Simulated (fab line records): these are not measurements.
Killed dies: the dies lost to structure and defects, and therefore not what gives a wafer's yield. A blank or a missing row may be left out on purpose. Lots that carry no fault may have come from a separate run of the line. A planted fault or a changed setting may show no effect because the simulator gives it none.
The tool behind it: which one? ; flow sky130 ; Sampling: 11 lots, 33 wafers, 4 of 708 route steps

== WHAT THE GAUGES READ, wafer by wafer ==
SKY_VIA3_OVL_MEAS_13. Usual: VIA3_OVL typically reads -3 nm, with standard deviation 4.7.
lot;measured;on;VIA3_OVL (nm);flag
L318;day 40 22:53;overlay-01;-7 -9 -10;
L317;day 41 00:10;overlay-02;1 3 -4;
L321;day 41 12:07;overlay-02;2 -7 1;
L325;day 42 09:17;overlay-01;-3 -11 -5;
L327;day 43 03:46;overlay-02;-6 -2 1;
L328;day 43 08:47;overlay-02;-2 -5 -4;
L329;day 43 11:57;overlay-01;3 -1 -2;
L330;day 43 14:37;overlay-01;-3 -6 -5;
L335;day 44 22:55;overlay-02;-11 -4 3;
L337;day 45 14:56;overlay-02;-4 0 2;
L338;day 45 21:50;overlay-01;-1 -2 -5;

SKY_METAL4_OVL_MEAS_14. Usual: METAL4_OVL typically reads 1 nm, with standard deviation 6.7.
lot;measured;on;METAL4_OVL (nm);flag
L318;day 42 23:04;overlay-02;-5 0 9;
L317;day 43 01:49;overlay-02;-19 -1 -2;
L321;day 43 14:46;overlay-01;-4 1 -1;
L325;day 44 11:05;overlay-01;-3 -3 7;
L327;day 45 03:35;overlay-01;4 -5 5;
L328;day 45 08:53;overlay-02;12 -1 5;
L329;day 45 11:30;overlay-02;-12 -11 -1;
L330;day 45 13:37;overlay-02;-9 0 5;
L335;day 46 18:19;overlay-02;1 5 11;
L337;day 47 11:22;overlay-02;2 0 7;
L338;day 47 16:53;overlay-02;1 -2 7;

== EACH LOT AND THE TOOL THAT RAN IT (in order: tool; ch and the chambers of the sampled wafers; start) ==
lot;SKY_METAL4_SPUTTER_00;SKY_METAL4_COAT_08
L318;pvd sputter-03, day 41 00:19;litho track-02 ch 0, day 42 10:00
L317;pvd sputter-03, day 41 01:46;litho track-02 ch 0, day 42 12:00
L321;pvd sputter-03, day 41 13:35;litho track-04 ch 0, day 43 03:00
L325;pvd sputter-03, day 42 11:07;litho track-04 ch 0, day 43 23:00
L327;pvd sputter-02, day 43 05:27;litho track-04 ch 0, day 44 15:00
L328;pvd sputter-02, day 43 10:13;litho track-01 ch 0, day 44 21:00
L329;pvd sputter-04, day 43 13:22;litho track-01 ch 0, day 45 01:00
L330;pvd sputter-03, day 43 16:01;litho track-01 ch 0, day 45 03:00
L335;pvd sputter-04, day 45 00:22;litho track-04 ch 0, day 46 08:00
L337;pvd sputter-04, day 45 16:20;litho track-04 ch 0, day 47 01:00
L338;pvd sputter-02, day 45 23:44;litho track-04 ch 0, day 47 06:00
- SKY_METAL4_SPUTTER_00: material Ti, target thk 15 nm, time 10 s.
- SKY_METAL4_COAT_08: resist thk 1140 nm.

== AS READ BY THE TOOLS THEMSELVES (means over the sampled wafers that have a number; for cases with no such wafer, the mark the record gives instead) ==
SKY_METAL4_SPUTTER_00. Usual: throttle valve pct reads 30.4 % (standard deviation 0.94).
lot;tool;throttle valve pct (%);flag
L318;pvd sputter-03;30.1;
L317;pvd sputter-03;30.8;
L321;pvd sputter-03;30.1;
L325;pvd sputter-03;30.6;
L327;pvd sputter-02;30.0;
L328;pvd sputter-02;30.7;
L329;pvd sputter-04;30.0;
L330;pvd sputter-03;30.3;
L335;pvd sputter-04;30.2;
L337;pvd sputter-04;29.7;
L338;pvd sputter-02;30.1;

SKY_METAL4_COAT_08. Usual: resist line temp C reads 22.99 C (standard deviation 0.11).
lot;tool;resist line temp C (C);flag
L318;litho track-02;22.86;
L317;litho track-02;22.96;
L321;litho track-04;23.07;
L325;litho track-04;23.08;
L327;litho track-04;23.01;
L328;litho track-01;22.95;
L329;litho track-01;22.86;
L330;litho track-01;22.88;
L335;litho track-04;23.02;
L337;litho track-04;23.00;
L338;litho track-04;22.91;

== THE ANSWER, worked out from the rows above alone ==
Rule: take the mean of a lot's wafers that have a number; if it is more than 3 standard deviations from the usual mean, the lot is off. Also off: a lot with no number at a reading for which 4 or more lots have one. Any other lot the step has rows for is counted as sound. The gauges are gone through in route order, then the tools' own readings, and for those a lot's mean is taken as printed above. The first step at which some lot is off is used, and at that step the reading that is off furthest; a lot without a number counts as furthest.
None of the lots is off at any reading shown; this tells nothing.

== WHAT THE SIMULATOR HAD INSERTED ==
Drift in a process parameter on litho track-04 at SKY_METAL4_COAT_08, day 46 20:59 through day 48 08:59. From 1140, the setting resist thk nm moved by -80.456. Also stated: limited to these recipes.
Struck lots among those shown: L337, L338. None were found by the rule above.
